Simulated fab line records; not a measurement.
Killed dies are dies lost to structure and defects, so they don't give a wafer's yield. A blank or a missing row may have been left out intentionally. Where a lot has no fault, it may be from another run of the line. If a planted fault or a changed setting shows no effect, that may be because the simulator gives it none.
fab line records || flow sfq-line
[record] {"lots": 13, "wafers": 39, "last-day": 92}
route steps=325 shown JJ@179
lots that met no fault: from a run of the same line without faults
start-h: hours from the record's opening day to when the first of the lot's shown wafers began || wait-h: time in hours since the lot's previous step || " the same as in the row above || L1.1+2: several wafers, shown together as one row || - value missing, or start not given || * or withheld: withheld || < > ~ a bound
route shown NAME@n: names a module that has steps shown in the file, with the first one's number in the route || usual: average and standard deviation across the fault-free wafers || same: alike in all rows || chamber/n: place in a boat || sites: the reading at each site || _std_site: the values' standard deviation || _edge_site: mean of outer sites minus mean of inner sites || radius-mm: how far each site lies from the wafer's centre || mask NAME#n: copy n || behind: the last tool/chamber to shape the wafer || hold: cause of the lot's hold/its duration in hours/its outcome || device: the n, p or np transistor that did not switch || end of line: the tests these same wafers got at the end of their route || a step with no rows: only its recipe || killed: dies that structure and defects cost at the first sort, which is not the same as the wafer's yield || map: the dies of a wafer, with x for killed, . for not killed, _ for no die there
set.NAME: setting as actually run; set.NAME@STEP: the setting as run at that earlier step || model.NAME: the simulator's own value behind a step, which no gauge read
route steps across a sampled set of lots; one table per step, one row per wafer
services: from which hour (start-h, from the record's first day; less than 0 if before it) a tool's chamber was out of use, for how many hours, and why
[[steps]]
[step SFQ_TRILAYER_JJ_TRILAYER_DEP_SPUTTER_109]
[recipe] {"material": "Nb", "base-pressure-pa": 1.33e-06, "chamber-pressure-pa": 0.1333, "substrate-temp-c": 20, "target-thk-nm": 150, "power-w": 2000, "time-s": 100}
[usual] {"cathode-dc-power-W": "2000.0/0.37", "throttle-valve-pct": "29.9/0.93"}
{"lot.wafer": "L729.3", "tool": "pvd-sputter-03", "chamber": "-", "start-h": 1404.21, "wait-h": 0.0, "cathode-dc-power-W": 1999.7, "throttle-valve-pct": 29.5}
{"lot.wafer": "L729.5", "tool": "pvd-sputter-03", "chamber": "-", "start-h": 1404.21, "wait-h": 0.0, "cathode-dc-power-W": 2000.3, "throttle-valve-pct": 29.5}
{"lot.wafer": "L729.6", "tool": "pvd-sputter-03", "chamber": "-", "start-h": 1404.21, "wait-h": 0.0, "cathode-dc-power-W": 1999.7, "throttle-valve-pct": 31.9}
{"lot.wafer": "L731.1", "tool": "pvd-sputter-04", "chamber": "-", "start-h": 1431.21, "wait-h": 0.0, "cathode-dc-power-W": 2000.5, "throttle-valve-pct": 29.0}
{"lot.wafer": "L731.2", "tool": "pvd-sputter-04", "chamber": "-", "start-h": 1431.21, "wait-h": 0.0, "cathode-dc-power-W": 1999.8, "throttle-valve-pct": 30.7}
{"lot.wafer": "L731.3", "tool": "pvd-sputter-04", "chamber": "-", "start-h": 1431.21, "wait-h": 0.0, "cathode-dc-power-W": 2000.4, "throttle-valve-pct": 29.1}
{"lot.wafer": "L732.1", "tool": "pvd-sputter-04", "chamber": "-", "start-h": 1435.89, "wait-h": 0.0, "cathode-dc-power-W": 1999.9, "throttle-valve-pct": 29.4}
{"lot.wafer": "L732.3", "tool": "pvd-sputter-04", "chamber": "-", "start-h": 1435.89, "wait-h": 0.0, "cathode-dc-power-W": 2000.1, "throttle-valve-pct": 30.6}
{"lot.wafer": "L732.4", "tool": "pvd-sputter-04", "chamber": "-", "start-h": 1435.89, "wait-h": 0.0, "cathode-dc-power-W": 1999.8, "throttle-valve-pct": 29.3}
{"lot.wafer": "L733.1", "tool": "pvd-sputter-04", "chamber": "-", "start-h": 1449.45, "wait-h": 0.0, "cathode-dc-power-W": 2000.1, "throttle-valve-pct": 29.4}
{"lot.wafer": "L733.4", "tool": "pvd-sputter-04", "chamber": "-", "start-h": 1449.45, "wait-h": 0.0, "cathode-dc-power-W": 2000.1, "throttle-valve-pct": 30.4}
{"lot.wafer": "L733.6", "tool": "pvd-sputter-04", "chamber": "-", "start-h": 1449.45, "wait-h": 0.0, "cathode-dc-power-W": 1999.8, "throttle-valve-pct": 28.8}
{"lot.wafer": "L737.2", "tool": "pvd-sputter-06", "chamber": "-", "start-h": 1475.85, "wait-h": 0.0, "cathode-dc-power-W": 1999.8, "throttle-valve-pct": 29.8}
{"lot.wafer": "L737.4", "tool": "pvd-sputter-06", "chamber": "-", "start-h": 1475.85, "wait-h": 0.0, "cathode-dc-power-W": 1999.8, "throttle-valve-pct": 29.0}
{"lot.wafer": "L737.6", "tool": "pvd-sputter-06", "chamber": "-", "start-h": 1475.85, "wait-h": 0.0, "cathode-dc-power-W": 2000.0, "throttle-valve-pct": 29.2}
{"lot.wafer": "L740.1", "tool": "pvd-sputter-04", "chamber": "-", "start-h": 1498.65, "wait-h": 0.0, "cathode-dc-power-W": 2059.0, "throttle-valve-pct": 28.8}
{"lot.wafer": "L740.4", "tool": "pvd-sputter-04", "chamber": "-", "start-h": 1498.65, "wait-h": 0.0, "cathode-dc-power-W": 1999.9, "throttle-valve-pct": 28.9}
{"lot.wafer": "L740.6", "tool": "pvd-sputter-04", "chamber": "-", "start-h": 1498.65, "wait-h": 0.0, "cathode-dc-power-W": 2000.0, "throttle-valve-pct": 28.8}
{"lot.wafer": "L743.2", "tool": "pvd-sputter-06", "chamber": "-", "start-h": 1525.10, "wait-h": 0.0, "cathode-dc-power-W": 2000.0, "throttle-valve-pct": 31.3}
{"lot.wafer": "L743.5", "tool": "pvd-sputter-06", "chamber": "-", "start-h": 1525.10, "wait-h": 0.0, "cathode-dc-power-W": 1999.7, "throttle-valve-pct": 31.4}
{"lot.wafer": "L743.6", "tool": "pvd-sputter-06", "chamber": "-", "start-h": 1525.10, "wait-h": 0.0, "cathode-dc-power-W": 1999.9, "throttle-valve-pct": 29.9}
{"lot.wafer": "L745.3", "tool": "pvd-sputter-06", "chamber": "-", "start-h": 1557.15, "wait-h": 0.0, "cathode-dc-power-W": 1999.5, "throttle-valve-pct": 29.9}
{"lot.wafer": "L745.4", "tool": "pvd-sputter-06", "chamber": "-", "start-h": 1557.15, "wait-h": 0.0, "cathode-dc-power-W": 2000.2, "throttle-valve-pct": 31.4}
{"lot.wafer": "L745.5", "tool": "pvd-sputter-06", "chamber": "-", "start-h": 1557.15, "wait-h": 0.0, "cathode-dc-power-W": 1999.4, "throttle-valve-pct": 31.3}
{"lot.wafer": "L747.2", "tool": "pvd-sputter-06", "chamber": "-", "start-h": 1577.24, "wait-h": 0.0, "cathode-dc-power-W": 2000.1, "throttle-valve-pct": 30.0}
{"lot.wafer": "L747.3", "tool": "pvd-sputter-06", "chamber": "-", "start-h": 1577.24, "wait-h": 0.0, "cathode-dc-power-W": 1999.8, "throttle-valve-pct": 31.2}
{"lot.wafer": "L747.5", "tool": "pvd-sputter-06", "chamber": "-", "start-h": 1577.24, "wait-h": 0.0, "cathode-dc-power-W": 1999.6, "throttle-valve-pct": 30.0}
{"lot.wafer": "L749.1", "tool": "pvd-sputter-03", "chamber": "-", "start-h": 1598.71, "wait-h": 0.0, "cathode-dc-power-W": 1999.9, "throttle-valve-pct": 29.7}
{"lot.wafer": "L749.4", "tool": "pvd-sputter-03", "chamber": "-", "start-h": 1598.71, "wait-h": 0.0, "cathode-dc-power-W": 1999.6, "throttle-valve-pct": 29.4}
{"lot.wafer": "L749.6", "tool": "pvd-sputter-03", "chamber": "-", "start-h": 1598.71, "wait-h": 0.0, "cathode-dc-power-W": 1999.5, "throttle-valve-pct": 30.9}
{"lot.wafer": "L750.3", "tool": "pvd-sputter-06", "chamber": "-", "start-h": 1600.52, "wait-h": 0.0, "cathode-dc-power-W": 2000.5, "throttle-valve-pct": 29.8}
{"lot.wafer": "L750.5", "tool": "pvd-sputter-06", "chamber": "-", "start-h": 1600.52, "wait-h": 0.0, "cathode-dc-power-W": 1999.7, "throttle-valve-pct": 29.9}
{"lot.wafer": "L750.6", "tool": "pvd-sputter-06", "chamber": "-", "start-h": 1600.52, "wait-h": 0.0, "cathode-dc-power-W": 1999.8, "throttle-valve-pct": 31.3}
{"lot.wafer": "L751.1", "tool": "pvd-sputter-03", "chamber": "-", "start-h": 1602.91, "wait-h": 0.0, "cathode-dc-power-W": 1999.7, "throttle-valve-pct": 31.9}
{"lot.wafer": "L751.2", "tool": "pvd-sputter-03", "chamber": "-", "start-h": 1602.91, "wait-h": 0.0, "cathode-dc-power-W": 1999.7, "throttle-valve-pct": 30.9}
{"lot.wafer": "L751.6", "tool": "pvd-sputter-03", "chamber": "-", "start-h": 1602.91, "wait-h": 0.0, "cathode-dc-power-W": 2000.0, "throttle-valve-pct": 29.3}
{"lot.wafer": "L752.1", "tool": "pvd-sputter-06", "chamber": "-", "start-h": 1605.32, "wait-h": 0.0, "cathode-dc-power-W": 1999.9, "throttle-valve-pct": 29.2}
{"lot.wafer": "L752.3", "tool": "pvd-sputter-06", "chamber": "-", "start-h": 1605.32, "wait-h": 0.0, "cathode-dc-power-W": 1999.8, "throttle-valve-pct": 30.0}
{"lot.wafer": "L752.5", "tool": "pvd-sputter-06", "chamber": "-", "start-h": 1605.32, "wait-h": 0.0, "cathode-dc-power-W": 2000.0, "throttle-valve-pct": 30.0}
[[services]]
{"tool": "pvd-sputter-06", "chamber": "-", "start-h": 1431.13, "hours": 8.3, "kind": "repair"}
{"tool": "pvd-sputter-03", "chamber": "-", "start-h": 1432.65, "hours": 3.5, "kind": "repair"}
{"tool": "pvd-sputter-04", "chamber": "-", "start-h": 1598.63, "hours": 7.5, "kind": "repair"}
[[key]]
[first-sign] {"step": "SFQ_TRILAYER_JJ_TRILAYER_DEP_SPUTTER_109", "reading": "cathode-dc-power-W", "direction": "up", "sigmas": "99+", "usual": 2000.0, "struck": 2059.0}
effect none on later readings
met-at SFQ_TRILAYER_JJ_TRILAYER_DEP_SPUTTER_109
struck-lots L740
struck-wafers L740.1
onset-between 1431.21 1498.65
[fault] {"kind": "process-parameter-drift", "tool": "pvd-sputter-04", "chamber": "-", "onset-h": 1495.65, "steps": "SFQ_TRILAYER_JJ_TRILAYER_DEP_SPUTTER_109", "channel": "power-w", "offset": 58.554, "shape": "step", "end-h": 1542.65, "acts-in": "these-recipes-only", "stated": 2000, "scope": "struck-wafers-only"}
